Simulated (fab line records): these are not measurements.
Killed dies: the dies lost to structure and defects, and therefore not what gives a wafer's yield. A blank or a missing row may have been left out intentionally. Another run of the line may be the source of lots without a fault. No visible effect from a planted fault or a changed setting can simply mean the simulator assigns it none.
Chamber matching + flow gf180mcu + pecvd-01 running GF_V1_CVD_02: 3 sister chambers
The step deposits SiO2 from TEOS, target thk 850 nm, time 94.851 s. 6 wafers are shown with their chamber, then 7 later ones without.

== WAFERS PAIRED WITH THEIR CHAMBERS ==
| wafer  | chamber | heater-power-w (W) |
|--------|---------|--------------------|
| L077.2 | 0       | 697                |
| L077.4 | 0       | 743                |
| L078.2 | 2       | 613                |
| L078.5 | 2       | 639                |
| L080.2 | 1       | 722                |
| L080.4 | 1       | 759                |

== WAFERS WITHOUT THEIR CHAMBER ==
| wafer  | heater-power-w (W) |
|--------|--------------------|
| L080.6 | 494                |
| L081.1 | 603                |
| L081.2 | 569                |
| L081.5 | 611                |
| L096.1 | 537                |
| L096.4 | 574                |
| L096.5 | 610                |

== WHICH CHAMBER EACH ONE RAN IN ==
| wafer  | from the rows above | in truth                   |
|--------|---------------------|----------------------------|
| L080.6 | 2                   | 2                          |
| L081.1 | 2                   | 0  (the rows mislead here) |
| L081.2 | 2                   | 2                          |
| L081.5 | 2                   | 2                          |
| L096.1 | 2                   | 2                          |
| L096.4 | 2                   | 2                          |
| L096.5 | 2                   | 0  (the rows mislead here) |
Correct placement for 5 of the 7. Left unplaced by these rows: 0. Wrongly placed: 2.
How it was worked out, from the rows above alone: a wafer's distance from a chamber is the root of the sum, over the readings, of the square of ((its reading less the chamber's mean) divided by the reading's scatter). If the next closest chamber is less than 2 further off than the closest, the wafer can't be placed; otherwise it belongs to the closest. For every chamber, the mean is computed from those of its wafers that are shown. How the scatter is found: for the shown wafers, subtract from each reading the mean of its chamber, square and add these, divide the total by (wafers less chambers), then take the root.
